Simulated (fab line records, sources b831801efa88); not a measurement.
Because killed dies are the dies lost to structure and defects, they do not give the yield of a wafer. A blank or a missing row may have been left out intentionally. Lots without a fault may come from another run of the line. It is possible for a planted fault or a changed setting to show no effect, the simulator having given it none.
A lot that was struck, set against a sound lot + flow gf180mcu + 19 steps out of a route of 602
Sound: these wafers, L278.2, L278.5, L278.6. Struck: wafers L286.1, L286.2, L286.6. The cause comes at the end.
At each step with rows: each side's tool, then ch and its chambers, then its first start. Under that, the readings that differ: sound wafers + struck wafers + difference of the means + sigmas: that difference in standard deviations of wafers without a fault.
alike: a reading whose means differ by less than 2 such deviations, as well as words and numbers matching on both sides. not compared: withheld readings; readings where some wafer has no value; bounds like >300 that might hide an equal value; numbers whose values overlap and for which the record gives no deviation.
The two part at a step that has a row with sigmas, a row that says differs or no value, or rows on one side only. When numbers do not overlap yet have no deviation, they are printed without sigmas and do not part them. A reading that every wafer of one side lacks parts them only if that side has two wafers or more.

first, 1 step without rows for these wafers: GF_STI_CVD_23 (deposits SiO2, target thk 650 nm, time 108.3 s).
GF_STI_THK_MEAS_24:
  struck on filmMetro-03, day 5 14:13; sound on filmMetro-01, day 3 20:55
  alike: STI_CVD_23_THK
GF_STI_CMP_25: polishes, stops on Si3N4, t overpolish 33 s, target thk 524.6 nm.
  sound on cmp-02 ch 1,2,3, day 3 21:07; struck on cmp-02 ch 0,1,2, day 5 14:19
  alike: motorCurrentA, overpolishRunS, timeToEndpointS
then, 4 steps without rows for these wafers: GF_STI_WET_ETCH_26 (etches SiO2 in dHF, target depth 94 nm, time 188 s); GF_STI_WET_ETCH_27 (etches Si3N4 in H3PO4, target depth 160 nm, time 1825 s); GF_STI_WET_ETCH_28 (etches SiO2 in dHF, target depth 20 nm, time 40 s); GF_STI_OXIDATION_29 (stabilise 600 s, purge 300 s, target thk 10 nm).
GF_STI_THK_MEAS_30:
  struck on filmMetro-03, day 5 16:55; sound on filmMetro-02, day 3 23:19
  alike: STI_OXIDATION_02_THK
then, 4 steps without rows for these wafers: GF_DNWELL_DEHYDRATE_00 (time 60 s); GF_DNWELL_HMDS_01 (prime time 60 s); GF_DNWELL_COAT_02 (resist thk 3000 nm); GF_DNWELL_SOFTBAKE_03.
GF_DNWELL_EXPOSE_04: exposes mask DNWELL, target cd 1700 nm.
  sound on ilineStepper-02 ch 0, day 4 06:20; struck on ilineStepper-01, day 6 00:38
  no value came back on the struck wafers for exposureDoseMJCm2, focusOffsetNm (nm), na, stageVelMmS (mm/s); on the sound wafers exposureDoseMJCm2 reads 265.02 265.32 265.38
  alike: mask
then, 3 steps without rows for these wafers: GF_DNWELL_PEB_05; GF_DNWELL_DEVELOP_06 (develop time 60 s); GF_DNWELL_IMPLANT_07.
GF_DNWELL_STRIP_08: strips in O2/N2.
  sound on plasmaAsher-01 ch 0,1, day 4 12:53; struck on plasmaAsher-01 ch 0,1, day 6 08:02
  alike: drypumpMotorCurrentA, heaterPowerW, oesProductAu, stripTimeToEndpointS
  not compared: rfHoursCounterH
GF_DNWELL_TW_MEAS_09:
  struck on filmMetro-02, day 6 08:08; sound on filmMetro-04, day 4 13:00
| reading   | sound          | struck   | difference | sigmas |
|-----------|----------------|----------|------------|--------|
| DNWELL_TW | 1324 1328 1324 | 31 31 31 | -1294      | -86    |
then, 1 step without rows for these wafers: GF_NWELL_DEHYDRATE_00 (time 60 s).

## WHERE THEY PART
At GF_DNWELL_EXPOSE_04 first; at GF_DNWELL_TW_MEAS_09 last (within this record only).

WHY: what had been put in by the simulator
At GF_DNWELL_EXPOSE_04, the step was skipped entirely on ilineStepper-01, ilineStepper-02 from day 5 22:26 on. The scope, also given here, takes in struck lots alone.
